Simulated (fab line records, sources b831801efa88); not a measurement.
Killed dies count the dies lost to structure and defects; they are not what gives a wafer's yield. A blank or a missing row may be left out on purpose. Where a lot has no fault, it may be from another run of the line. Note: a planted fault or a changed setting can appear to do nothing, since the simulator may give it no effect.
Which tool is to blame?	flow sky130	18 wafers from 6 lots sampled at 3 of the route's 708 steps

== WHAT EACH GAUGE READ, for each wafer ==
SKY_NWELL_TW_MEAS_26.
lot	measured	on	NWELL_2_TW
L931	day 5 13:01	filmMetro-04	493 495 491
L935	day 7 09:55	filmMetro-01	493 494 492
L938	day 8 07:41	filmMetro-04	448 449 448 449 446 449
L941	day 9 05:35	filmMetro-04	451 450 450 452 451 450
L949	day 10 10:11	filmMetro-04	494 496 495
L953	day 11 06:10	filmMetro-01	493 492 493

== WHAT TOOL EACH LOT RAN ON (gives the tool, then ch and the chambers of the sampled wafers, and finally the start) ==
lot	SKY_PWDE_STRIP_09	SKY_NWELL_IMPLANT_24
L931	plasmaAsher-04 ch 0, day 4 03:33	implanter-04 ch 0, day 5 12:46
L935	plasmaAsher-02 ch 1, day 5 20:07	implanter-02 ch 0, day 7 09:40
L938	plasmaAsher-03 ch 0,1, day 6 14:49	implanter-04 ch 0, day 8 07:28
L941	plasmaAsher-02 ch 0,1, day 7 10:54	implanter-04 ch 0, day 9 05:22
L949	plasmaAsher-04 ch 0,1, day 8 14:27	implanter-03 ch 0, day 10 09:58
L953	plasmaAsher-02 ch 0,1, day 9 09:00	implanter-03 ch 0, day 11 05:55
- SKY_PWDE_STRIP_09: strips in O2/N2.
- SKY_NWELL_IMPLANT_24

== THE ANSWER, worked out from the rows above alone ==
Rule: what is usual is taken from the lots themselves. The widest of any qualifying gaps counts: lots, ordered by their means at a reading, are off when they make up no more than a third of the lots, leave a main group of 4 or more, and stand apart from it by 3 or more times the standard deviation of that group's means. A main group is skipped when, at the precision printed for the reading in the tables above, its means are all equal. A lot without any number at a reading at which 4 lots or more have one is off too. Any other lot the step has rows for is counted as sound.
Off: L938, L941, at SKY_NWELL_TW_MEAS_26 (NWELL_2_TW). Mean 493 and standard deviation 0.92 in the main group.
If a tool, at a process step before that reading, ran all the lots that are off and no sound lot after the first of them, it fits. Those tools and the gauges at SKY_NWELL_TW_MEAS_26 are tried in the same way. One candidate fits, namely implanter-04 at SKY_NWELL_IMPLANT_24. Its last sound lot is L931 (day 5 12:46), its first lot that is off L938 (day 8 07:28): a fault that began between those two fits.

== WHAT WAS PUT IN BY THE SIMULATOR ==
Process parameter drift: implanter-04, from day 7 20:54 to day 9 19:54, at SKY_NWELL_IMPLANT_24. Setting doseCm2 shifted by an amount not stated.
Shown lots that were struck: L938, L941. The rule above found the same.
